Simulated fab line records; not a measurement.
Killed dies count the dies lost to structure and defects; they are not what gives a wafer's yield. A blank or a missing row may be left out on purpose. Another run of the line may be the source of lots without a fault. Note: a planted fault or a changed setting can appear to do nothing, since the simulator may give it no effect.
A struck lot beside a sound one | flow sky130 | 15 out of 708 route steps
Sound: the wafers L934.3, L934.4, L934.6. Struck: wafers L943.2, L943.3, L943.6. The cause is given at the end.
At each step with rows: each side's tool, then ch and its chambers, then its first start. Under that, the readings that differ: sound wafers | struck wafers | difference of the means | sigmas: that difference in standard deviations of wafers without a fault.
alike: words and numbers the same on both sides, and readings whose means are apart by under 2 such deviations; not compared: readings that were withheld, readings missing a value for some wafer, numbers with overlapping values and no deviation given by the record, and bounds like >300 which may hide the same value.
The two part at a step that has a row with sigmas, a row that says differs or no value, or rows on one side only. Numbers that have no deviation but don't overlap get no sigmas and don't part them. Lack of a reading on every wafer of one side parts them only where that side has two or more wafers.

SKY_METAL4_METAL_ETCH_18: etches the open film in Cl2/BCl3, stops on SiO2, target depth 845 nm, time 183.1 s.
  sound on rieMetal-04 ch 0,1, day 44 22:47; struck on rieMetal-04 ch 0,1, day 46 21:17
  alike: bcl3FlowSccm, drypumpMotorCurrentA, heBacksideLeakSccm, oesProductAu, throttleValvePct
  not compared: rfHoursCounterH
SKY_METAL4_STRIP_19: strips in O2/N2.
  sound on plasmaAsher-04 ch 0,1, day 44 22:56; struck on plasmaAsher-03 ch 0,1, day 46 21:28
  alike: drypumpMotorCurrentA, o2FlowSccm, oesProductAu, stripTimeToEndpointS
  not compared: rfHoursCounterH
then, 4 steps without rows for these wafers: SKY_METAL4_STRIP_20 (strips in post etch residue remover, time 1200 s); SKY_METAL4_CLEAN_21 (cleans in IPA, time 180 s); SKY_METAL4_CLEAN_22 (cleans in O3/DIW); SKY_VIA4_HDPCVD_00 (deposits SiO2, target thk 1750 nm, time 291.7 s).
SKY_VIA4_THK_MEAS_01:
  sound on filmMetro-01 at day 44 23:44; struck on filmMetro-01 at day 46 22:18
  alike: VIA4_HDPCVD_THK
SKY_VIA4_CMP_02: polishes SiO2.
  sound on cmp-01 ch 0,1,2, day 44 23:50; struck on cmp-02 ch 0,1,3, day 46 22:21
  alike: headPressurePsi, motorCurrentA, slurryFilterDpKPa
SKY_VIA4_BOW_MEAS_03:
  sound on filmMetro-03 at day 45 00:07; struck on filmMetro-04 at day 46 22:41
  alike: VIA4_BOW
then, 3 steps without rows for these wafers: SKY_VIA4_DEHYDRATE_04 (time 60 s); SKY_VIA4_HMDS_05 (prime time 60 s); SKY_VIA4_COAT_06 (resist thk 1140 nm).
SKY_VIA4_SOFTBAKE_07: time 60 s.
  sound on lithoTrack-01 ch 0, day 45 11:11; struck on lithoTrack-02 ch 0, day 47 09:13
reading        | sound             | struck               | difference | sigmas
runLengthS (s) | 88.82 88.88 89.02 | 105.05 105.07 105.28 | +16.23     | +99 or more
  alike: chillPlateTempC
then, 1 step without rows for these wafers: SKY_VIA4_EXPOSE_08 (exposes mask VIM4, target cd 800 nm).
-- the record jumps here: 3 days lie between the struck wafers' starts before and after (it left off in module VIA4 and takes up again in module PAD_OPEN, whose first step shown is number 708 of the route) --
SKY_PAD_OPEN_PROBE_99:
  sound on prober-02 at day 48 15:23; struck on prober-02 at day 50 09:06
  alike: defectLimitedYield, killed_at_M0_to_M3, killed_at_M4_up, killedAtContacts, killedAtFrontEnd, killedAtOther, killedDies, killedOnRim, killedOpen, killedShort, sort_bin_3_pad_short, sort_bin_5_function, sort_bin_6_memory, sortNPass, sortYieldPct

== WHERE THEY PART ==
Only at SKY_VIA4_SOFTBAKE_07, within this record. Later steps at which nothing parts them and some readings are alike: SKY_PAD_OPEN_PROBE_99.

WHY: the cause the simulator had injected
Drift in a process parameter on lithoTrack-02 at SKY_VIA4_SOFTBAKE_07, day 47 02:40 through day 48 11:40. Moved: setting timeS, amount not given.
